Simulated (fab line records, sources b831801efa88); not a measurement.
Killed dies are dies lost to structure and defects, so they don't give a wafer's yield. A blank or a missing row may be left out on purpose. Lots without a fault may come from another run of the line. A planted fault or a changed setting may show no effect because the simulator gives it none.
Which tool did it? | flow sky130 | 14 lots, 42 wafers sampled, at 2 steps of a route of 708

WHAT THE GAUGES READ, wafer by wafer
The record holds no reading of a measuring or inspecting step that can be judged against a usual standard deviation.

WHICH TOOL RAN EACH LOT (tool, then ch and the chambers of the sampled wafers, then the start)
lot  | SKY_METAL1_SPUTTER_04        | SKY_PAD_OPEN_PROBE_99
L693 | pvd_sputter-04, day 31 18:22 | prober-02, day 45 22:16
L694 | pvd_sputter-04, day 32 12:05 | prober-01, day 46 09:44
L696 | pvd_sputter-01, day 32 22:49 | prober-02, day 46 19:53
L697 | pvd_sputter-03, day 33 04:35 | prober-02, day 46 22:13
L698 | pvd_sputter-01, day 33 21:23 | prober-01, day 47 10:43
L699 | pvd_sputter-01, day 33 23:28 | prober-02, day 47 12:52
L700 | pvd_sputter-04, day 34 04:43 | prober-01, day 47 18:11
L701 | pvd_sputter-04, day 34 15:28 | prober-02, day 48 00:52
L702 | pvd_sputter-03, day 35 01:22 | prober-01, day 48 07:52
L703 | pvd_sputter-03, day 35 12:47 | prober-02, day 48 16:13
L706 | pvd_sputter-03, day 36 06:34 | prober-02, day 49 05:10
L708 | pvd_sputter-03, day 36 17:38 | prober-01, day 49 11:10
L709 | pvd_sputter-03, day 37 00:32 | prober-02, day 49 17:51
L715 | pvd_sputter-03, day 39 11:44 | prober-01, day 51 05:28
- SKY_METAL1_SPUTTER_04: material TiN, target thk 70 nm, time 58.3 s.
- SKY_PAD_OPEN_PROBE_99

WHAT THE TOOLS THEMSELVES READ (means of the sampled wafers that have a number; where no wafer has one, the mark that the record gives instead)
SKY_METAL1_SPUTTER_04. Usual: chamber_pressure_pa 0.4000 Pa, standard deviation 0.00084; throttle_valve_pct 30.1 %, standard deviation 0.82.
lot  | tool           | chamber_pressure_pa (Pa) | throttle_valve_pct (%) | flag
L693 | pvd_sputter-04 | 0.4001                   | 30.5                   |
L694 | pvd_sputter-04 | 0.3997                   | 30.2                   |
L696 | pvd_sputter-01 | 0.4001                   | 30.8                   |
L697 | pvd_sputter-03 | 0.3995                   | 29.8                   |
L698 | pvd_sputter-01 | 0.4001                   | 30.3                   |
L699 | pvd_sputter-01 | 0.3997                   | 29.8                   |
L700 | pvd_sputter-04 | 0.3999                   | 30.4                   |
L701 | pvd_sputter-04 | 0.3993                   | 29.9                   |
L702 | pvd_sputter-03 | 0.4003                   | 31.0                   |
L703 | pvd_sputter-03 | 0.3991                   | 30.1                   |
L706 | pvd_sputter-03 | 0.4001                   | 29.5                   |
L708 | pvd_sputter-03 | 0.4367                   | 27.6                   | OFF
L709 | pvd_sputter-03 | 0.4371                   | 27.8                   | OFF
L715 | pvd_sputter-03 | 0.3997                   | 29.3                   |

SKY_PAD_OPEN_PROBE_99. Usual: defect_limited_yield 82.4 %, standard deviation 1.9; killed_at_M0_to_M3 44, standard deviation 7.2; killed_at_M4_up 3.4, standard deviation 2.1; killed_at_contacts 24, standard deviation 5.5; killed_at_front_end 15, standard deviation 4.6; killed_at_other 0.4, standard deviation 0.64; killed_dies 86, standard deviation 9.1; killed_open 47, standard deviation 7.5; killed_short 39, standard deviation 5.8; sort_bin_3_pad_short 0.9 %, standard deviation 0.41; sort_bin_5_function 10.4 %, standard deviation 1.5; sort_bin_6_memory 6.3 %, standard deviation 1.2; sort_n_pass 406, standard deviation 9.1; sort_yield_pct 82.4 %, standard deviation 1.9.
lot  | tool      | defect_limited_yield (%) | killed_at_M0_to_M3 | killed_at_M4_up | killed_at_contacts | killed_at_front_end | killed_at_other | killed_dies | killed_open | killed_short | sort_bin_3_pad_short (%) | sort_bin_5_function (%) | sort_bin_6_memory (%) | sort_n_pass | sort_yield_pct (%) | flag
L693 | prober-02 | 82.5                     | 41                 | 2.7             | 24                 | 18                  | 0.3             | 86          | 47          | 39           | 0.9                      | 10.7                    | 5.8                   | 406         | 82.5               |
L694 | prober-01 | 82.7                     | 42                 | 4.7             | 25                 | 13                  | 0.0             | 85          | 46          | 39           | 0.9                      | 10.5                    | 5.9                   | 407         | 82.7               |
L696 | prober-02 | 81.5                     | 48                 | 2.3             | 21                 | 20                  | 0.0             | 91          | 46          | 44           | 0.8                      | 10.2                    | 7.5                   | 401         | 81.5               |
L697 | prober-02 | 81.7                     | 46                 | 1.7             | 28                 | 14                  | 0.3             | 90          | 49          | 41           | 1.3                      | 10.9                    | 6.2                   | 402         | 81.7               |
L698 | prober-01 | 80.6                     | 52                 | 2.3             | 19                 | 20                  | 1.0             | 95          | 50          | 45           | 0.7                      | 12.7                    | 6.0                   | 397         | 80.6               |
L699 | prober-02 | 82.3                     | 39                 | 5.3             | 25                 | 18                  | 0.3             | 87          | 46          | 41           | 1.1                      | 10.6                    | 5.9                   | 405         | 82.3               |
L700 | prober-01 | 83.5                     | 42                 | 2.7             | 20                 | 15                  | 0.7             | 81          | 46          | 35           | 0.3                      | 10.4                    | 5.7                   | 411         | 83.5               |
L701 | prober-02 | 79.4                     | 49                 | 5.0             | 31                 | 15                  | 1.0             | 101         | 59          | 42           | 1.4                      | 11.3                    | 7.8                   | 391         | 79.4               |
L702 | prober-01 | 82.9                     | 43                 | 5.7             | 24                 | 11                  | 0.3             | 84          | 44          | 40           | 0.9                      | 10.1                    | 6.1                   | 408         | 82.9               |
L703 | prober-02 | 83.7                     | 44                 | 2.3             | 21                 | 12                  | 0.3             | 80          | 42          | 38           | 0.8                      | 9.9                     | 5.6                   | 412         | 83.7               |
L706 | prober-02 | 82.1                     | 47                 | 5.0             | 23                 | 13                  | 0.3             | 88          | 48          | 40           | 0.9                      | 10.5                    | 6.5                   | 404         | 82.1               |
L708 | prober-01 | 83.5                     | 47                 | 4.0             | 18                 | 12                  | 0.3             | 81          | 43          | 38           | 0.8                      | 10.1                    | 5.6                   | 411         | 83.5               |
L709 | prober-02 | 80.8                     | 50                 | 3.3             | 26                 | 15                  | 0.3             | 95          | 56          | 37           | 1.1                      | 11.0                    | 7.2                   | 397         | 80.8               |
L715 | prober-01 | 81.0                     | 48                 | 4.0             | 26                 | 16                  | 0.0             | 93          | 53          | 40           | 0.7                      | 12.2                    | 6.0                   | 399         | 81.0               |

THE ANSWER, worked out from the rows above alone
Rule: a lot is off if the mean of its wafers that have a number lies more than 3 standard deviations from the usual mean. A lot without any number at a reading at which 4 lots or more have one is off too. The other lots that the step has rows for count as sound. The gauges are gone through in route order, then the tools' own readings, and for those a lot's mean is taken as printed above. The first step at which some lot is off is used, and at that step the reading that is off furthest; a lot without a number counts as furthest.
Off: L708, L709, at SKY_METAL1_SPUTTER_04 (chamber_pressure_pa).
A tool fits if, at that step or a process step before it, it ran every lot that is off, and no sound lot after the first of them. None of those tried fits.

WHAT THE SIMULATOR HAD PUT IN
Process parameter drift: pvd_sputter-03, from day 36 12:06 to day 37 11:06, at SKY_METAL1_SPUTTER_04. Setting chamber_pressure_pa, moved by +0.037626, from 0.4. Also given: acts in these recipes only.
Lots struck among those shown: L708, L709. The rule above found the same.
